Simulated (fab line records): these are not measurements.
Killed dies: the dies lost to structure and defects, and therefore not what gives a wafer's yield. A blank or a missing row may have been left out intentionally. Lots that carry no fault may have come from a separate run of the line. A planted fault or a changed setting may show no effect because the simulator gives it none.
Which tool is to blame? :: flow gf180mcu :: 39 wafers from 13 lots sampled at 4 of the route's 602 steps

== WHAT THE GAUGES READ, wafer by wafer ==
GF_VT_IMPLANT_OVL_MEAS_40. Usual: VT_IMPLANT_03_OVL 0.3 nm, standard deviation 1.3.
lot: L785
measured: day 7 15:01
on: overlay-02
VT_IMPLANT_03_OVL (nm): 2.1 1.9 0.0
flag: 

lot: L787
measured: day 8 01:49
on: overlay-01
VT_IMPLANT_03_OVL (nm): 1.1 2.0 0.2
flag: 

lot: L793
measured: day 9 19:07
on: overlay-01
VT_IMPLANT_03_OVL (nm): -1.0 -0.1 -2.0
flag: 

lot: L795
measured: day 10 09:31
on: overlay-01
VT_IMPLANT_03_OVL (nm): 0.8 1.1 1.3
flag: 

lot: L796
measured: day 10 18:45
on: overlay-01
VT_IMPLANT_03_OVL (nm): 2.0 -0.4 2.3
flag: 

lot: L797
measured: day 11 02:06
on: overlay-01
VT_IMPLANT_03_OVL (nm): - - -
flag: OFF

lot: L798
measured: day 11 09:06
on: overlay-01
VT_IMPLANT_03_OVL (nm): - - -
flag: OFF

lot: L799
measured: day 11 19:09
on: overlay-02
VT_IMPLANT_03_OVL (nm): - - -
flag: OFF

lot: L800
measured: day 11 21:37
on: overlay-02
VT_IMPLANT_03_OVL (nm): 2.0 -0.1 1.7
flag: 

lot: L801
measured: day 12 04:34
on: overlay-02
VT_IMPLANT_03_OVL (nm): 2.1 3.3 2.1
flag: 

lot: L806
measured: day 13 15:40
on: overlay-01
VT_IMPLANT_03_OVL (nm): -0.1 -0.1 -1.2
flag: 

lot: L807
measured: day 13 23:28
on: overlay-02
VT_IMPLANT_03_OVL (nm): 0.5 2.1 -0.4
flag: 

lot: L808
measured: day 14 06:18
on: overlay-02
VT_IMPLANT_03_OVL (nm): 0.1 -0.5 0.1
flag: 

GF_M1_CD_MEAS_14 targets a cd of 230 nm. Usual: cdNm 229.6 nm, standard deviation 1.5.
lot: L785
measured: day 17 05:10
on: cdSem-02
cdNm (nm): 227.8 227.3 227.8
flag: 

lot: L787
measured: day 18 02:58
on: cdSem-02
cdNm (nm): 229.4 229.8 229.8
flag: 

lot: L793
measured: day 20 17:29
on: cdSem-02
cdNm (nm): 226.7 227.8 227.1
flag: 

lot: L795
measured: day 21 07:27
on: cdSem-02
cdNm (nm): 230.6 231.7 232.3
flag: 

lot: L796
measured: day 22 00:28
on: cdSem-02
cdNm (nm): 231.3 231.7 231.6
flag: 

lot: L800
measured: day 23 03:19
on: cdSem-01
cdNm (nm): 230.4 230.5 230.3
flag: 

lot: L801
measured: day 23 08:05
on: cdSem-02
cdNm (nm): 229.6 229.4 229.4
flag: 

lot: L806
measured: day 24 21:31
on: cdSem-02
cdNm (nm): 230.8 229.9 229.5
flag: 

lot: L807
measured: day 25 06:57
on: cdSem-01
cdNm (nm): 230.5 230.4 230.8
flag: 

lot: L808
measured: day 25 12:26
on: cdSem-01
cdNm (nm): 229.2 230.5 229.7
flag: 

== WHAT TOOL EACH LOT RAN ON (gives the tool, then ch and the chambers of the sampled wafers, and finally the start) ==
lot: L785
GF_VT_IMPLANT_COAT_35: lithoTrack-01 ch 0, day 7 07:20
GF_SAB_STRIP_13: plasmaAsher-01 ch 0,1, day 15 04:43

lot: L787
GF_VT_IMPLANT_COAT_35: lithoTrack-04 ch 0, day 7 17:13
GF_SAB_STRIP_13: plasmaAsher-02 ch 0,1, day 16 01:16

lot: L793
GF_VT_IMPLANT_COAT_35: lithoTrack-02 ch 0, day 9 09:58
GF_SAB_STRIP_13: plasmaAsher-01 ch 0,1, day 18 12:47

lot: L795
GF_VT_IMPLANT_COAT_35: lithoTrack-02 ch 0, day 10 00:13
GF_SAB_STRIP_13: plasmaAsher-03 ch 0,1, day 19 03:56

lot: L796
GF_VT_IMPLANT_COAT_35: lithoTrack-01 ch 0, day 10 09:32
GF_SAB_STRIP_13: plasmaAsher-03 ch 1, day 19 21:53

lot: L797
GF_VT_IMPLANT_COAT_35: lithoTrack-01, day 10 16:22
GF_SAB_STRIP_13: -

lot: L798
GF_VT_IMPLANT_COAT_35: lithoTrack-01, day 10 23:14
GF_SAB_STRIP_13: -

lot: L799
GF_VT_IMPLANT_COAT_35: lithoTrack-04, day 11 10:04
GF_SAB_STRIP_13: -

lot: L800
GF_VT_IMPLANT_COAT_35: lithoTrack-01 ch 0, day 11 11:59
GF_SAB_STRIP_13: plasmaAsher-02 ch 0,1, day 21 01:57

lot: L801
GF_VT_IMPLANT_COAT_35: lithoTrack-04 ch 0, day 11 19:28
GF_SAB_STRIP_13: plasmaAsher-01 ch 0,1, day 21 06:24

lot: L806
GF_VT_IMPLANT_COAT_35: lithoTrack-04 ch 0, day 13 05:04
GF_SAB_STRIP_13: plasmaAsher-02 ch 0,1, day 22 22:22

lot: L807
GF_VT_IMPLANT_COAT_35: lithoTrack-01 ch 0, day 13 12:28
GF_SAB_STRIP_13: plasmaAsher-03 ch 0,1, day 23 10:39

lot: L808
GF_VT_IMPLANT_COAT_35: lithoTrack-02 ch 0, day 13 20:13
GF_SAB_STRIP_13: plasmaAsher-03 ch 1, day 23 14:07
- GF_VT_IMPLANT_COAT_35: resist thk 1000 nm.
- GF_SAB_STRIP_13: strips in O2/N2.

== AS READ BY THE TOOLS THEMSELVES (means over the sampled wafers that have a number; for cases with no such wafer, the mark the record gives instead) ==
GF_VT_IMPLANT_COAT_35. Usual: chillPlateTempC 23.00 C, standard deviation 0.097; dispensePressureKPa 51 kPa, standard deviation 5.2.
lot: L785
tool: lithoTrack-01
chillPlateTempC (C): 23.01
dispensePressureKPa (kPa): 48
flag: 

lot: L787
tool: lithoTrack-04
chillPlateTempC (C): 22.89
dispensePressureKPa (kPa): 48
flag: 

lot: L793
tool: lithoTrack-02
chillPlateTempC (C): 23.07
dispensePressureKPa (kPa): 59
flag: 

lot: L795
tool: lithoTrack-02
chillPlateTempC (C): 22.85
dispensePressureKPa (kPa): 59
flag: 

lot: L796
tool: lithoTrack-01
chillPlateTempC (C): 23.05
dispensePressureKPa (kPa): 48
flag: 

lot: L797
tool: lithoTrack-01
chillPlateTempC (C): -
dispensePressureKPa (kPa): -
flag: OFF

lot: L798
tool: lithoTrack-01
chillPlateTempC (C): -
dispensePressureKPa (kPa): -
flag: OFF

lot: L799
tool: lithoTrack-04
chillPlateTempC (C): -
dispensePressureKPa (kPa): -
flag: OFF

lot: L800
tool: lithoTrack-01
chillPlateTempC (C): 22.90
dispensePressureKPa (kPa): 48
flag: 

lot: L801
tool: lithoTrack-04
chillPlateTempC (C): 23.03
dispensePressureKPa (kPa): 48
flag: 

lot: L806
tool: lithoTrack-04
chillPlateTempC (C): 22.97
dispensePressureKPa (kPa): 48
flag: 

lot: L807
tool: lithoTrack-01
chillPlateTempC (C): 23.02
dispensePressureKPa (kPa): 48
flag: 

lot: L808
tool: lithoTrack-02
chillPlateTempC (C): 22.99
dispensePressureKPa (kPa): 59
flag: 

GF_SAB_STRIP_13. Usual: drypumpMotorCurrentA 5.8 A, standard deviation 0.45; heaterPowerW 329 W, standard deviation 34; oesProductAu 0.710 a.u., standard deviation 0.005; stripTimeToEndpointS 12.613 s, standard deviation 0.029.
lot: L785
tool: plasmaAsher-01
drypumpMotorCurrentA (A): 5.5
heaterPowerW (W): 329
oesProductAu (a.u.): 0.713
stripTimeToEndpointS (s): 12.591
flag: 

lot: L787
tool: plasmaAsher-02
drypumpMotorCurrentA (A): 6.1
heaterPowerW (W): 343
oesProductAu (a.u.): 0.714
stripTimeToEndpointS (s): 12.644
flag: 

lot: L793
tool: plasmaAsher-01
drypumpMotorCurrentA (A): 5.8
heaterPowerW (W): 318
oesProductAu (a.u.): 0.707
stripTimeToEndpointS (s): 12.593
flag: 

lot: L795
tool: plasmaAsher-03
drypumpMotorCurrentA (A): 5.9
heaterPowerW (W): 324
oesProductAu (a.u.): 0.707
stripTimeToEndpointS (s): 12.592
flag: 

lot: L796
tool: plasmaAsher-03
drypumpMotorCurrentA (A): 5.4
heaterPowerW (W): 370
oesProductAu (a.u.): 0.705
stripTimeToEndpointS (s): 12.609
flag: 

lot: L800
tool: plasmaAsher-02
drypumpMotorCurrentA (A): 6.0
heaterPowerW (W): 337
oesProductAu (a.u.): 0.710
stripTimeToEndpointS (s): 12.584
flag: 

lot: L801
tool: plasmaAsher-01
drypumpMotorCurrentA (A): 5.5
heaterPowerW (W): 327
oesProductAu (a.u.): 0.713
stripTimeToEndpointS (s): 12.616
flag: 

lot: L806
tool: plasmaAsher-02
drypumpMotorCurrentA (A): 5.7
heaterPowerW (W): 315
oesProductAu (a.u.): 0.709
stripTimeToEndpointS (s): 12.635
flag: 

lot: L807
tool: plasmaAsher-03
drypumpMotorCurrentA (A): 5.6
heaterPowerW (W): 351
oesProductAu (a.u.): 0.712
stripTimeToEndpointS (s): 12.638
flag: 

lot: L808
tool: plasmaAsher-03
drypumpMotorCurrentA (A): 5.4
heaterPowerW (W): 378
oesProductAu (a.u.): 0.706
stripTimeToEndpointS (s): 12.633
flag: 

== THE ANSWER, worked out from the rows above alone ==
Rule: a lot counts as off when the mean over its wafers that have a number is more than 3 standard deviations away from the usual mean. A lot without any number at a reading at which 4 lots or more have one is off too. Any other lot the step has rows for is counted as sound. After the gauges, taken in route order, come the tools' own readings; for these a lot's mean is taken, as printed above. At the first step where some lot is off, the reading lying furthest off is the one used; lots without a number count as furthest.
Off: at GF_VT_IMPLANT_OVL_MEAS_40 (VT_IMPLANT_03_OVL), L797, L798, L799. Without a number there: L797, L798, L799.
A tool fits if, at a process step before that reading, it ran every lot that is off, and no sound lot after the first of them. Not tried: the gauges at GF_VT_IMPLANT_OVL_MEAS_40; whatever is off there is also off at GF_VT_IMPLANT_COAT_35, on other tools, and gauge error can't account for it. No candidate that was tried fits.

== WHAT WAS PUT IN BY THE SIMULATOR ==
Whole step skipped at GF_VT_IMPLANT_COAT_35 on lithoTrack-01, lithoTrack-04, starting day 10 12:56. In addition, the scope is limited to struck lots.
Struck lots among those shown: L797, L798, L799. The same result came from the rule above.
